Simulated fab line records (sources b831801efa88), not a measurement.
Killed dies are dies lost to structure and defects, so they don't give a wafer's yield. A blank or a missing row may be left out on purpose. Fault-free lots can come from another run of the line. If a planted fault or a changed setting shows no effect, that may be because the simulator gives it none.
The same fault as seen by 2 desks + flow sky130 + each desk has only its own numbers; what lay behind them comes last

## THE METROLOGY DESK
What the gauges read for every lot (on any tool): the sampled wafers with a number, averaged. The brackets show how far a lot's mean lies from the usual mean; more than 4 standard deviations puts the lot out of limits, marked OUT.
Columns: A = GATE_OXIDE_OXIDATION_00_THK at SKY_GATE_OXIDE_THK_MEAS_02, usual 10.38 nm; B = LI_CONTACT_W_THK at SKY_LI_CONTACT_THK_MEAS_23, usual 408 nm
| lot  | first seen here | A                | B   |
|------|-----------------|------------------|-----|
| L953 | day 12 20:07    | 10.69            | 403 |
| L954 | day 13 05:02    | 10.49            | 407 |
| L955 | day 13 13:02    | 10.21            | 408 |
| L957 | day 14 13:10    | 11.71 (+6.6) OUT | 412 |
| L958 | day 14 14:34    | 11.88 (+7.5) OUT | 406 |
| L969 | day 18 12:18    | 10.50            | 405 |
| L970 | day 18 12:32    | 10.28            | 400 |
| L971 | day 18 21:53    | 10.21            | 402 |
| L972 | day 19 05:06    | 10.43            | 413 |
| L973 | day 19 12:12    | 10.30            | 415 |
| L974 | day 19 20:34    | 10.47            | 417 |
| L976 | day 20 21:17    | 10.17            | 408 |
Per this desk, out of limits: L957, L958; the first was L957, day 14 13:10 (GATE_OXIDE_OXIDATION_00_THK at SKY_GATE_OXIDE_THK_MEAS_02). In limits: L953, L954, L955, L969, L970, L971, L972, L973, L974, L976.

## TOOL OWNER'S DESK, furnace-01
The tool's own readings at SKY_GATE_OXIDE_OXIDATION_01 (stabilise 600 s, purge 300 s, target thk 10.268 nm): means of the sampled wafers that have a number, for each lot that ran on this tool. The brackets show how far a lot's mean lies from the usual mean; more than 4 standard deviations puts the lot out of limits, marked OUT.
Columns: A = spike tc lower C at SKY_GATE_OXIDE_OXIDATION_01, usual 900.3 C
| lot  | first seen here | A     |
|------|-----------------|-------|
| L954 | day 13 03:38    | 901.6 |
| L957 | day 14 11:44    | 901.1 |
| L958 | day 14 13:09    | 901.3 |
| L969 | day 18 10:54    | 900.0 |
| L972 | day 19 03:41    | 901.3 |
| L973 | day 19 10:46    | 901.0 |
| L974 | day 19 19:09    | 900.8 |
This desk's verdict: no lot among the 7 shows anything out of limits.

## ALL TOGETHER
The metrology desk could have raised an alarm at day 14 13:10, on L957, L958.
The desk of the tool owner found nothing out of limits.
On record at the tool owner's desk: L957, L958, within its limits.
Every lot named ran SKY_GATE_OXIDE_OXIDATION_01 on furnace-01.

## WHAT THE SIMULATOR HAD INSERTED
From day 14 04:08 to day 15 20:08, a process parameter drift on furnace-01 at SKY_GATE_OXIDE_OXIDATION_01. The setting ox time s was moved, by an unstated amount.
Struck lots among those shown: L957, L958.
Delay in hours, fault start to first out-of-limits reading, per desk: metrology desk 9.
